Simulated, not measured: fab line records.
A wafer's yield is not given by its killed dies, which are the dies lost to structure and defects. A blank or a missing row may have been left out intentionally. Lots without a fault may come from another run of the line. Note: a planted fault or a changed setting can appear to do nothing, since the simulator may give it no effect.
The tool behind it: which one? | flow sky130 | Sampling: 11 lots, 33 wafers, 2 of 708 route steps

WHAT EACH GAUGE READ, for each wafer
SKY_LI_CONTACT_RS_MEAS_22: the measuring method here is four-point-probe.
lot  | measured     | on           | LI_CONTACT_W_RS (ohm/sq)
L993 | day 29 02:10 | filmMetro-03 | 0.288 0.285 0.285
L994 | day 29 11:05 | filmMetro-04 | 0.285 0.286 0.288
L995 | day 29 21:22 | filmMetro-02 | 0.295 0.290 0.294
L997 | day 30 21:23 | filmMetro-04 | 0.286 0.280 0.283
L998 | day 30 23:32 | filmMetro-02 | 0.292 0.289 0.292
L107 | day 34 11:35 | filmMetro-02 | 0.383 0.289 0.385
L110 | day 35 13:37 | filmMetro-04 | 0.278 0.282 0.283
L113 | day 35 22:44 | filmMetro-02 | 0.283 0.276 0.282
L114 | day 36 03:52 | filmMetro-02 | 0.288 0.283 0.280
L115 | day 36 09:07 | filmMetro-04 | 0.277 0.276 0.282
L116 | day 36 14:31 | filmMetro-04 | 0.286 0.284 0.278

WHAT TOOL EACH LOT RAN ON (gives the tool, then ch and the chambers of the sampled wafers, and finally the start)
lot  | SKY_LI_CONTACT_CVD_21
L993 | cvdW-01 ch 0,1, day 29 02:02
L994 | cvdW-01 ch 0,1, day 29 10:57
L995 | cvdW-01 ch 0,1, day 29 21:14
L997 | cvdW-02 ch 0,1, day 30 21:16
L998 | cvdW-01 ch 0,1, day 30 23:23
L107 | cvdW-01 ch 0,1, day 34 11:28
L110 | cvdW-02 ch 0,1, day 35 13:28
L113 | cvdW-02 ch 0,1, day 35 22:36
L114 | cvdW-02 ch 0,1, day 36 03:44
L115 | cvdW-02 ch 0,1, day 36 08:59
L116 | cvdW-02 ch 0,1, day 36 14:22
- SKY_LI_CONTACT_CVD_21: deposits W, target thk 400 nm, time 120.56 s.

THE ANSWER, worked out from the rows above alone
Rule: the usual values come from the lots themselves. Put in order of their means at a reading, lots are off if they are a third of the lots or fewer, leave a main group of 4 or more, and stand apart from it by a gap of 3 or more times the standard deviation of the main group's means; of several such gaps the widest counts. Not used: any main group whose means are identical at the precision the tables above print for the reading. Also off: a lot with no number at a reading for which 4 or more lots have one. Where the step has rows for the other lots, those lots are counted as sound.
Off: at SKY_LI_CONTACT_RS_MEAS_22 (LI_CONTACT_W_RS), L107. The main group: mean 0.285 ohm/sq, standard deviation 0.0044.
A tool fits if, at a process step before that reading, it ran every lot that is off, and no sound lot after the first of them. Those tools and the gauges at SKY_LI_CONTACT_RS_MEAS_22 are tried in the same way. One fits: cvdW-01 at SKY_LI_CONTACT_CVD_21. Its last sound lot is L998 (day 30 23:23), its first lot that is off L107 (day 34 11:28): a fault that began between those two fits.

WHAT THE SIMULATOR PUT IN
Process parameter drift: cvdW-01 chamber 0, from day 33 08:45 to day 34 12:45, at SKY_LI_CONTACT_CVD_21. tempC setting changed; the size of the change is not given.
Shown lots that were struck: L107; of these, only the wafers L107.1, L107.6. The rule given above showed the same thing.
